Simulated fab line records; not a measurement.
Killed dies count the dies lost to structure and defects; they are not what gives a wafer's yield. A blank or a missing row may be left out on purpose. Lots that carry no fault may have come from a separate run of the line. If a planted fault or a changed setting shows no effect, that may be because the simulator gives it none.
The tool behind it: which one?	flow gf180mcu	13 lots with 39 wafers sampled at 2 steps, on a route of 602 steps

== WHAT THE GAUGES READ, wafer by wafer ==
GF_PSD_RS_MEAS_14: uses a four-point probe to measure. Usual: NSD_RS gives 46.10 ohm/sq (standard deviation 0.083).
lot	measured	on	NSD_RS (ohm/sq)	flag
L904	day 14 01:01	film_metro-03	46.09 46.20 46.03	
L905	day 14 07:14	film_metro-01	46.17 46.09 46.14	
L906	day 14 19:05	film_metro-03	46.04 46.09 46.02	
L907	day 14 23:32	film_metro-03	46.14 46.11 46.07	
L909	day 15 17:41	film_metro-01	46.03 46.12 46.17	
L910	day 16 10:02	film_metro-03	46.21 46.21 46.14	
L911	day 16 22:25	film_metro-02	46.02 46.07 46.17	
L918	day 19 15:52	film_metro-01	46.30 46.40 46.42	OFF
L922	day 20 21:10	film_metro-02	46.08 45.91 46.06	
L923	day 21 05:18	film_metro-02	46.14 46.06 46.19	
L925	day 21 16:37	film_metro-01	46.05 45.98 46.10	
L927	day 22 03:20	film_metro-01	46.10 46.03 46.10	
L926	day 22 06:56	film_metro-01	46.18 46.06 46.13	

== EACH LOT AND THE TOOL THAT RAN IT (in order: tool; ch and the chambers of the sampled wafers; start) ==
lot	GF_NSD_IMPLANT_10
L904	implanter-01 ch 0, day 13 04:25
L905	implanter-04 ch 0, day 13 09:52
L906	implanter-02 ch 0, day 13 22:01
L907	implanter-04 ch 0, day 14 02:14
L909	implanter-01 ch 0, day 14 19:25
L910	implanter-02 ch 0, day 15 11:37
L911	implanter-02 ch 0, day 15 23:11
L918	implanter-01 ch 0, day 18 14:53
L922	implanter-04 ch 0, day 19 20:50
L923	implanter-04 ch 0, day 20 04:52
L925	implanter-02 ch 0, day 20 16:37
L927	implanter-04 ch 0, day 21 02:49
L926	implanter-04 ch 0, day 21 06:57
- GF_NSD_IMPLANT_10

== AS READ BY THE TOOLS THEMSELVES (means over the sampled wafers that have a number; for cases with no such wafer, the mark the record gives instead) ==
The record holds no such reading with a usual standard deviation.

== THE ANSWER, worked out from the rows above alone ==
Rule: a lot counts as off when the mean over its wafers that have a number is more than 3 standard deviations away from the usual mean. Also off: a lot with no number at a reading for which 4 or more lots have one. All remaining lots with rows at the step are treated as sound. The gauges are gone through in route order, then the tools' own readings, and for those a lot's mean is taken as printed above. At the first step where some lot is off, the reading lying furthest off is the one used; lots without a number count as furthest.
Off: L918, seen at GF_PSD_RS_MEAS_14 (NSD_RS).
A tool fits if, at a process step before that reading, it ran every lot that is off, and no sound lot after the first of them. Those tools and the gauges at GF_PSD_RS_MEAS_14 are tried in the same way. One fits: GF_NSD_IMPLANT_10 on implanter-01. Its last sound lot is L909 (day 14 19:25), its first lot that is off L918 (day 18 14:53): a fault that began between those two fits.

== WHAT THE SIMULATOR PUT IN ==
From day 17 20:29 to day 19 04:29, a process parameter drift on implanter-01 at GF_NSD_IMPLANT_10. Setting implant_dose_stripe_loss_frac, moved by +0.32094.
Lots struck among those shown: L918. This agrees with what the rule above found.
